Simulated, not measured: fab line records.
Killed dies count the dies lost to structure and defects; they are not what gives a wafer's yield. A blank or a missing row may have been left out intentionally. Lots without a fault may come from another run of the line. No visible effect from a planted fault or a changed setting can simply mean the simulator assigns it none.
2 desks looking at one fault ; flow sky130 ; every desk sees just its own numbers, and what lay behind them comes last

THE TOOL OWNER'S DESK: litho_track-01
Per lot that ran on this tool, the mean of the sampled wafers carrying a number, from the tool's own readings at SKY_CONTACT_DEHYDRATE_06 (time 60 s). Any lot whose mean is over 4 standard deviations away from the usual mean is out of limits and marked OUT; that distance is given in the brackets.
Columns: A = heater_power_total_W at SKY_CONTACT_DEHYDRATE_06, usual 160.40 W; B = plate_temp_C at SKY_CONTACT_DEHYDRATE_06, usual 200.00 C
lot;first seen here;A;B
L664;day 31 07:52;160.42;200.07
L666;day 31 22:41;160.54;199.99
L670;day 33 13:33;164.08 (+28) OUT;203.50 (+22) OUT
L672;day 34 02:09;163.98 (+28) OUT;203.62 (+23) OUT
L674;day 34 13:25;164.04 (+28) OUT;203.78 (+24) OUT
L682;day 37 00:09;160.47;199.88
This desk's finding: out of limits on L670, L672, L674; first on L670, day 33 13:33 (heater_power_total_W at SKY_CONTACT_DEHYDRATE_06). L664, L666, L682 stayed within limits.

FROM THE METROLOGY DESK
Lot by lot, what the gauges showed, no matter which tool ran the lot: averages of those sampled wafers that carry a number. Any lot whose mean is over 4 standard deviations away from the usual mean is out of limits and marked OUT; that distance is given in the brackets.
Columns: A = LOCAL_INTERCONNECT_OVL at SKY_LOCAL_INTERCONNECT_OVL_MEAS_12, usual 1 nm
lot;first seen here;A
L664;day 30 17:01;0
L666;day 31 07:51;-1
L670;day 32 23:40;8
L671;day 33 02:13;0
L672;day 33 11:27;1
L674;day 34 00:04;7
L679;day 35 09:43;-4
L682;day 36 10:58;0
L683;day 36 20:09;8
L685;day 37 08:55;-5
L686;day 37 12:37;0
L687;day 37 19:27;5
Result from this desk: across the 12 lots, nothing is out of limits.

TAKEN TOGETHER
The tool owner's desk could have raised an alarm at day 33 13:33, on L670, L672, L674.
At the metrology desk, nothing out of limits was observed.
The metrology desk has L670, L672, L674 on record, within its limits.
All the named lots went through SKY_CONTACT_DEHYDRATE_06 on litho_track-01.

WHAT THE SIMULATOR PUT IN
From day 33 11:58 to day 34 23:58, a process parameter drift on litho_track-01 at SKY_CONTACT_DEHYDRATE_06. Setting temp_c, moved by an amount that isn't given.
Struck lots among those shown: L670, L672, L674.
How many hours passed from the start of the fault until each desk's first out-of-limits reading: the tool owner's desk, 2.
